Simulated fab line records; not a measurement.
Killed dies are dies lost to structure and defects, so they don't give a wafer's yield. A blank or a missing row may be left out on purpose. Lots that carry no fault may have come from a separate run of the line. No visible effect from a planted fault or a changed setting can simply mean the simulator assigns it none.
A struck lot beside a sound one :: flow sky130 :: 44 steps out of a route of 708
Sound: wafers L707.1, L707.3, L707.5. The struck wafers were L698.4, L698.5, L698.6. The cause comes at the end.
At each step with rows: each side's tool, then ch and its chambers, then its first start. Under that, the readings that differ: sound wafers :: struck wafers :: difference of the means :: sigmas: that difference in standard deviations of wafers without a fault.
alike: readings whose means differ by less than 2 such deviations, and words and numbers that are the same on both sides. not compared: withheld readings, readings that some wafer has no value for, bounds like >300 that may hide the same value, and numbers for which the record gives no deviation and whose values overlap.
A row with sigmas, a row that says differs or no value, or rows on one side alone: a step with any of these is where the two part. When numbers do not overlap yet have no deviation, they are printed without sigmas and do not part them. Lack of a reading on every wafer of one side parts them only where that side has two or more wafers.

first, 1 step without rows for these wafers: SKY_FIELD_ISO_CVD_24 (deposits SiO2, target thk 595 nm, time 99.2 s).
SKY_FIELD_ISO_THK_MEAS_25:
  sound on film metro-01, day 5 21:29; struck on film metro-01, day 3 22:17
  alike: FIELD_ISO_CVD_24_THK
then, 1 step without rows for these wafers: SKY_FIELD_ISO_ANNEAL_26 (time 1800 s).
SKY_FIELD_ISO_CMP_27: polishes, stops on Si3N4, t overpolish 16 s, target thk 457.8 nm.
  sound on cmp-01 ch 0,2,3, day 5 23:44; struck on cmp-02 ch 0,2,3, day 3 23:55
  alike: edge zone pressure frac, head pressure psi, motor current A, overpolish run s, slurry filter dp kPa, time to endpoint s
then, 5 steps without rows for these wafers: SKY_FIELD_ISO_WET_ETCH_28 (etches SiO2 in dHF, target depth 23.7 nm, time 47 s); SKY_FIELD_ISO_WET_ETCH_29 (etches Si3N4 in H3PO4, target depth 160 nm, time 1825 s); SKY_FIELD_ISO_WET_ETCH_30 (etches SiO2 in dHF, target depth 25 nm, time 50 s); SKY_NWELL_CLEAN_00 (cleans in SC1/SC2, time 150 s); SKY_NWELL_OXIDATION_01 (stabilise 600 s, purge 300 s, target thk 10 nm).
SKY_NWELL_THK_MEAS_02:
  sound on film metro-03, day 6 02:32; struck on film metro-01, day 4 05:10
  alike: NWELL_OXIDATION_THK
then, 2 steps without rows for these wafers: SKY_DNWELL_DEHYDRATE_00 (time 60 s); SKY_DNWELL_HMDS_01 (prime time 60 s).
SKY_DNWELL_COAT_02: resist thk 3000 nm.
  struck on litho track-04, day 4 14:06; sound on litho track-02 ch 0, day 6 12:03
  no value came back on the struck wafers for chill plate temp C (C), dispense pressure kPa (kPa); on the sound wafers chill plate temp C (C) reads 22.87 23.02 22.90
then, 5 steps without rows for these wafers: SKY_DNWELL_SOFTBAKE_03; SKY_DNWELL_EXPOSE_04 (exposes mask DNM, target cd 3000 nm); SKY_DNWELL_PEB_05; SKY_DNWELL_DEVELOP_06 (develop time 60 s); SKY_DNWELL_IMPLANT_07.
SKY_DNWELL_STRIP_08: strips in O2/N2.
  sound on plasma asher-02 ch 0,1, day 6 21:58; struck on plasma asher-04 ch 0,1, day 4 23:14
  no value came back on the struck wafers for oes product au (a.u.), strip time to endpoint s (s); on the sound wafers oes product au (a.u.) reads 0.725 0.721 0.721
  alike: drypump motor current A
  not compared: rf hours counter h
SKY_DNWELL_TW_MEAS_09:
  sound on film metro-02, day 6 22:04; struck on film metro-03, day 4 23:19
reading: DNWELL_TW
sound: 1107 1102 1109
struck: 1120 1121 1119
difference: +14
sigmas: +2
then, 7 steps without rows for these wafers: SKY_PWDE_DEHYDRATE_00 (time 60 s); SKY_PWDE_HMDS_01 (prime time 60 s); SKY_PWDE_COAT_02 (resist thk 3000 nm); SKY_PWDE_SOFTBAKE_03; SKY_PWDE_EXPOSE_04 (exposes mask PWDEM, target cd 840 nm); SKY_PWDE_PEB_05; SKY_PWDE_DEVELOP_06 (develop time 60 s).
SKY_PWDE_OVL_MEAS_07:
  sound on overlay-02, day 7 17:56; struck on overlay-02, day 5 16:35
  alike: PWDE_OVL
following that, these wafers have no rows for 1 step: SKY_PWDE_IMPLANT_08.
SKY_PWDE_STRIP_09: strips in O2/N2.
  sound on plasma asher-04 ch 0, day 7 18:08; struck on plasma asher-03 ch 0,1, day 5 16:47
  alike: drypump motor current A, oes product au, strip time to endpoint s
  not compared: rf hours counter h
SKY_PWDE_TW_MEAS_10:
  sound on film metro-02, day 7 18:14; struck on film metro-03, day 5 16:53
reading: PWDE_TW
sound: 369.7 370.4 371.6
struck: 1130.0 1129.1 1124.0
difference: +757.1
sigmas: +99 or more
then, 7 steps without rows for these wafers: SKY_NWELL_DEHYDRATE_03 (time 60 s); SKY_NWELL_HMDS_04 (prime time 60 s); SKY_NWELL_COAT_05 (resist thk 3000 nm); SKY_NWELL_SOFTBAKE_06; SKY_NWELL_EXPOSE_07 (exposes mask NWM, target cd 840 nm); SKY_NWELL_PEB_08; SKY_NWELL_DEVELOP_09 (develop time 60 s).
SKY_NWELL_OVL_MEAS_10:
  sound on overlay-01, day 8 14:16; struck on overlay-01, day 6 12:07
  alike: NWELL_00_OVL
then, 3 steps without rows for these wafers: SKY_NWELL_IMPLANT_11; SKY_NWELL_IMPLANT_12; SKY_NWELL_IMPLANT_13.
SKY_NWELL_TW_MEAS_15:
  sound on film metro-03, day 8 14:52; struck on film metro-02, day 6 12:43
reading: NWELL_TW
sound: 1801 1796 1805
struck: 1923 1923 1925
difference: +123
sigmas: +12
SKY_NWELL_TW_MEAS_26:
  sound on film metro-03, day 9 12:34; struck on film metro-01, day 7 08:43
reading: NWELL_2_TW
sound: 495.1 495.1 495.8
struck: 1144.3 1142.3 1147.4
difference: +649.3
sigmas: +99 or more

## WHERE THEY PART
Earliest at SKY_DNWELL_COAT_02; latest, in this record, at SKY_NWELL_TW_MEAS_26.

WHY: what had been put in by the simulator
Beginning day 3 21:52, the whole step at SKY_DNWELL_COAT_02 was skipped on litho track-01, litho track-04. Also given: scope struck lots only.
